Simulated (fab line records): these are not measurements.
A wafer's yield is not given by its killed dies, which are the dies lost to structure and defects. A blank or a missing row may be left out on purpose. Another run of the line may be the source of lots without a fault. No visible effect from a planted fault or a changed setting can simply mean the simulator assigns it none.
Which tool did it? -- flow sky130 -- 72 wafers from 24 lots sampled at 6 of the route's 708 steps

WHAT THE GAUGES READ, wafer by wafer
SKY_VIA2_RS_MEAS_22: uses a four-point probe to measure.
lot,measured,on,VIA2_W_RS (ohm/sq)
L074,day 36 13:31,film_metro-02,0.270 0.274 0.275
L075,day 36 17:21,film_metro-02,0.275 0.272 0.271
L076,day 37 02:04,film_metro-01,0.276 0.268 0.275
L077,day 37 06:57,film_metro-03,0.271 0.275 0.271
L078,day 37 19:26,film_metro-01,0.266 0.266 0.271
L080,day 38 09:26,film_metro-02,0.274 0.268 0.275
L079,day 38 13:36,film_metro-02,0.276 0.277 0.280
L081,day 38 22:13,film_metro-01,0.271 0.267 0.266
L082,day 39 07:51,film_metro-03,0.272 0.272 0.272
L083,day 39 17:07,film_metro-01,0.273 0.274 0.274
L085,day 39 20:34,film_metro-02,0.265 0.272 0.272
L084,day 39 21:24,film_metro-02,0.269 0.271 0.270
L086,day 40 11:42,film_metro-01,0.270 0.269 0.270
L087,day 40 20:52,film_metro-02,0.262 0.264 0.265
L088,day 40 22:32,film_metro-03,0.276 0.276 0.271
L089,day 41 05:03,film_metro-02,0.270 0.275 0.274
L090,day 41 14:32,film_metro-02,0.274 0.275 0.271
L091,day 41 14:37,film_metro-01,0.271 0.271 0.274
L092,day 41 22:22,film_metro-01,0.273 0.278 0.277
L093,day 42 08:17,film_metro-01,0.275 0.272 0.273
L094,day 42 19:17,film_metro-01,0.279 0.274 0.271
L095,day 42 22:56,film_metro-03,0.273 0.268 0.273
L097,day 43 00:43,film_metro-01,0.269 0.270 0.277
L096,day 43 02:58,film_metro-02,0.276 0.271 0.274

SKY_CAPM_THK_MEAS_01.
lot,measured,on,CAPM_CVD_00_THK (nm)
L074,day 36 14:25,film_metro-04,15.37 15.21 15.76
L075,day 36 18:01,film_metro-03,15.30 15.75 15.56
L076,day 37 02:41,film_metro-03,15.27 15.40 15.36
L077,day 37 07:37,film_metro-01,15.21 15.55 15.32
L078,day 37 20:05,film_metro-01,15.54 15.88 15.62
L080,day 38 10:05,film_metro-01,15.64 15.44 15.76
L079,day 38 14:16,film_metro-04,15.42 15.64 15.62
L081,day 38 22:53,film_metro-01,15.57 15.30 15.38
L082,day 39 08:39,film_metro-03,15.60 15.41 15.51
L083,day 39 17:46,film_metro-01,15.29 15.62 15.72
L085,day 39 21:28,film_metro-04,15.76 15.66 15.69
L084,day 39 22:04,film_metro-04,15.23 15.20 15.54
L086,day 40 12:22,film_metro-04,15.39 15.29 15.65
L087,day 40 21:40,film_metro-01,15.72 15.83 15.83
L088,day 40 23:12,film_metro-04,15.33 15.42 15.42
L089,day 41 05:43,film_metro-01,15.49 15.35 15.62
L090,day 41 15:11,film_metro-01,15.28 15.28 15.52
L091,day 41 15:15,film_metro-04,15.54 15.50 15.82
L092,day 41 22:59,film_metro-01,15.59 15.44 15.36
L093,day 42 08:55,film_metro-01,15.15 15.61 15.77
L094,day 42 19:55,film_metro-04,15.40 15.42 15.44
L095,day 42 23:35,film_metro-04,15.53 15.67 15.59
L097,day 43 01:23,film_metro-04,15.01 15.30 15.11
L096,day 43 03:38,film_metro-01,15.77 15.74 15.54

SKY_CAPM_THK_MEAS_04: measures by xrf.
lot,measured,on,CAPM_TIN_THK (nm)
L074,day 36 14:43,film_metro-04,202.1 200.8 201.7
L075,day 36 18:17,film_metro-04,199.5 198.0 200.4
L076,day 37 02:59,film_metro-04,199.8 198.5 199.2
L077,day 37 07:54,film_metro-03,200.4 200.2 200.2
L078,day 37 20:23,film_metro-04,201.2 199.8 202.1
L080,day 38 10:22,film_metro-04,198.8 198.7 198.5
L079,day 38 14:34,film_metro-03,198.3 198.8 198.5
L081,day 38 23:10,film_metro-01,201.6 200.7 199.8
L082,day 39 08:56,film_metro-04,200.2 199.3 200.6
L083,day 39 18:03,film_metro-03,201.9 201.1 200.3
L085,day 39 21:46,film_metro-03,198.3 198.0 198.2
L084,day 39 22:21,film_metro-01,200.2 200.5 199.8
L086,day 40 12:39,film_metro-01,200.2 201.2 199.3
L087,day 40 21:57,film_metro-01,200.4 200.3 198.4
L088,day 40 23:29,film_metro-01,201.3 199.9 201.4
L089,day 41 06:00,film_metro-04,197.2 196.7 198.4
L090,day 41 15:28,film_metro-01,199.0 195.9 196.7
L091,day 41 15:32,film_metro-04,197.4 197.1 197.5
L092,day 41 23:16,film_metro-03,202.0 201.1 203.5
L093,day 42 09:13,film_metro-03,203.2 201.9 203.9
L094,day 42 20:13,film_metro-01,198.9 202.5 200.3
L095,day 42 23:52,film_metro-04,200.1 202.1 201.6
L097,day 43 01:41,film_metro-01,200.3 199.2 197.8
L096,day 43 03:56,film_metro-03,198.9 200.5 200.9

SKY_VIA3_THK_MEAS_01.
lot,measured,on,VIA3_HDPCVD_THK (nm)
L074,day 38 20:16,film_metro-03,1646 1639 1657
L075,day 38 23:14,film_metro-03,1635 1655 1645
L076,day 39 07:50,film_metro-02,1643 1640 1633
L077,day 39 12:31,film_metro-03,1634 1618 1649
L078,day 40 00:14,film_metro-03,1653 1642 1644
L080,day 40 14:08,film_metro-04,1627 1641 1633
L079,day 40 18:16,film_metro-04,1631 1640 1653
L081,day 41 02:28,film_metro-02,1638 1633 1627
L082,day 41 11:33,film_metro-03,1625 1653 1633
L083,day 41 20:55,film_metro-02,1651 1645 1625
L085,day 41 23:49,film_metro-02,1650 1639 1663
L084,day 42 01:10,film_metro-02,1641 1643 1661
L086,day 42 14:45,film_metro-02,1604 1634 1643
L087,day 42 22:40,film_metro-03,1617 1641 1639
L088,day 43 00:19,film_metro-02,1637 1662 1623
L089,day 43 07:29,film_metro-03,1635 1602 1626
L090,day 43 15:07,film_metro-04,1654 1636 1632
L091,day 43 15:47,film_metro-04,1609 1625 1613
L092,day 43 22:53,film_metro-02,1617 1625 1621
L093,day 44 08:10,film_metro-02,1649 1649 1637
L094,day 44 19:57,film_metro-02,1643 1641 1645
L095,day 44 22:44,film_metro-03,1657 1652 1657
L097,day 45 00:46,film_metro-03,1630 1630 1613
L096,day 45 02:28,film_metro-04,1629 1627 1648

TOOL THAT RAN EACH LOT (tool first, then ch and the chambers of the sampled wafers, then the start)
lot,SKY_METAL2_SPUTTER_03,SKY_METAL3_ETCH_17
L074,"pvd_sputter-01, day 34 05:48","rie_diel-02 ch 0,3, day 38 19:17"
L075,"pvd_sputter-03, day 34 10:35","rie_diel-02 ch 1,2, day 38 22:16"
L076,"pvd_sputter-01, day 34 18:57","rie_diel-04 ch 1,2, day 39 06:51"
L077,"pvd_sputter-04, day 35 00:25","rie_diel-04 ch 1,2,3, day 39 11:32"
L078,"pvd_sputter-03, day 35 13:13","rie_diel-04 ch 1,3, day 39 23:16"
L080,"pvd_sputter-01, day 36 02:44","rie_diel-03 ch 0,1,2, day 40 13:10"
L079,"pvd_sputter-01, day 36 06:50","rie_diel-03 ch 0,1,3, day 40 17:18"
L081,"pvd_sputter-01, day 36 16:36","rie_diel-04 ch 0,2,3, day 41 01:30"
L082,"pvd_sputter-03, day 37 02:33","rie_diel-02 ch 0,3, day 41 10:32"
L083,"pvd_sputter-01, day 37 11:47","rie_diel-02 ch 0,1, day 41 19:55"
L085,"pvd_sputter-04, day 37 15:13","rie_diel-04 ch 0,1, day 41 22:46"
L084,"pvd_sputter-03, day 37 15:50","rie_diel-04 ch 0,1,2, day 42 00:09"
L086,"pvd_sputter-01, day 38 07:32","rie_diel-02 ch 0,1,2, day 42 13:45"
L087,"pvd_sputter-04, day 38 15:49","rie_diel-02 ch 2,3, day 42 21:36"
L088,"pvd_sputter-01, day 38 17:16","rie_diel-04 ch 0,1, day 42 23:16"
L089,"pvd_sputter-04, day 39 01:07","rie_diel-02 ch 0,1,3, day 43 06:31"
L090,"pvd_sputter-03, day 39 11:29","rie_diel-04 ch 0,1, day 43 14:09"
L091,"pvd_sputter-01, day 39 11:47","rie_diel-03 ch 0,2,3, day 43 14:49"
L092,"pvd_sputter-01, day 39 18:15","rie_diel-03 ch 1,2,3, day 43 21:52"
L093,"pvd_sputter-04, day 40 05:17","rie_diel-02 ch 0,1,2, day 44 07:11"
L094,"pvd_sputter-01, day 40 17:40","rie_diel-04 ch 0,1,3, day 44 18:34"
L095,"pvd_sputter-01, day 40 20:35","rie_diel-03 ch 0,2,3, day 44 21:10"
L097,"pvd_sputter-01, day 40 22:54","rie_diel-04 ch 0,3, day 44 23:48"
L096,"pvd_sputter-03, day 41 02:05","rie_diel-04 ch 1,2, day 45 01:25"
- SKY_METAL2_SPUTTER_03: material Ti, target thk 5 nm, time 3.3 s.
- SKY_METAL3_ETCH_17: etches SiO2 in C4F8/O2/Ar, stops on TiN, time 3.9 s, target depth 15 nm.

AS READ BY THE TOOLS THEMSELVES (means over the sampled wafers that have a number; for cases with no such wafer, the mark the record gives instead)
SKY_METAL2_SPUTTER_03.
lot,tool,chamber_pressure_pa (Pa),throttle_valve_pct (%)
L074,pvd_sputter-01,0.3982,28.9
L075,pvd_sputter-03,0.3999,29.8
L076,pvd_sputter-01,0.4005,29.1
L077,pvd_sputter-04,0.3999,31.0
L078,pvd_sputter-03,0.4002,29.7
L080,pvd_sputter-01,0.3994,29.5
L079,pvd_sputter-01,0.4004,29.3
L081,pvd_sputter-01,0.3990,29.1
L082,pvd_sputter-03,0.4003,29.2
L083,pvd_sputter-01,0.4003,30.2
L085,pvd_sputter-04,0.4003,30.2
L084,pvd_sputter-03,0.4003,29.4
L086,pvd_sputter-01,0.4007,29.7
L087,pvd_sputter-04,0.3992,31.2
L088,pvd_sputter-01,0.3996,29.4
L089,pvd_sputter-04,0.4000,30.9
L090,pvd_sputter-03,0.3995,29.1
L091,pvd_sputter-01,0.4003,29.3
L092,pvd_sputter-01,0.4003,28.7
L093,pvd_sputter-04,0.4000,30.3
L094,pvd_sputter-01,0.3992,30.0
L095,pvd_sputter-01,0.3994,29.8
L097,pvd_sputter-01,0.4007,29.4
L096,pvd_sputter-03,0.3997,29.7

SKY_METAL3_ETCH_17.
lot,tool,oes_product_au (a.u.)
L074,rie_diel-02,0.758
L075,rie_diel-02,0.753
L076,rie_diel-04,0.752
L077,rie_diel-04,0.749
L078,rie_diel-04,0.759
L080,rie_diel-03,0.755
L079,rie_diel-03,0.758
L081,rie_diel-04,0.748
L082,rie_diel-02,0.756
L083,rie_diel-02,0.756
L085,rie_diel-04,0.761
L084,rie_diel-04,0.751
L086,rie_diel-02,0.748
L087,rie_diel-02,0.756
L088,rie_diel-04,0.746
L089,rie_diel-02,0.754
L090,rie_diel-04,0.749
L091,rie_diel-03,0.756
L092,rie_diel-03,0.755
L093,rie_diel-02,0.752
L094,rie_diel-04,0.755
L095,rie_diel-03,0.754
L097,rie_diel-04,0.744
L096,rie_diel-04,0.760

THE ANSWER, worked out from the rows above alone
Rule: usual is defined by the lots themselves. Put in order of their means at a reading, lots are off if they are a third of the lots or fewer, leave a main group of 4 or more, and stand apart from it by a gap of 3 or more times the standard deviation of the main group's means; of several such gaps the widest counts. If all means in a main group match to the digits the tables above print for the reading, that group is not used. Also off: a lot with no number at a reading for which 4 or more lots have one. All remaining lots with rows at the step are treated as sound. First the gauges in route order, then the tools' own readings, where a lot's mean is used as printed above. At the first step where some lot is off, the reading lying furthest off is the one used; lots without a number count as furthest.
Nothing can be told from this: no lot is off at any reading shown.

WHAT THE SIMULATOR PUT IN
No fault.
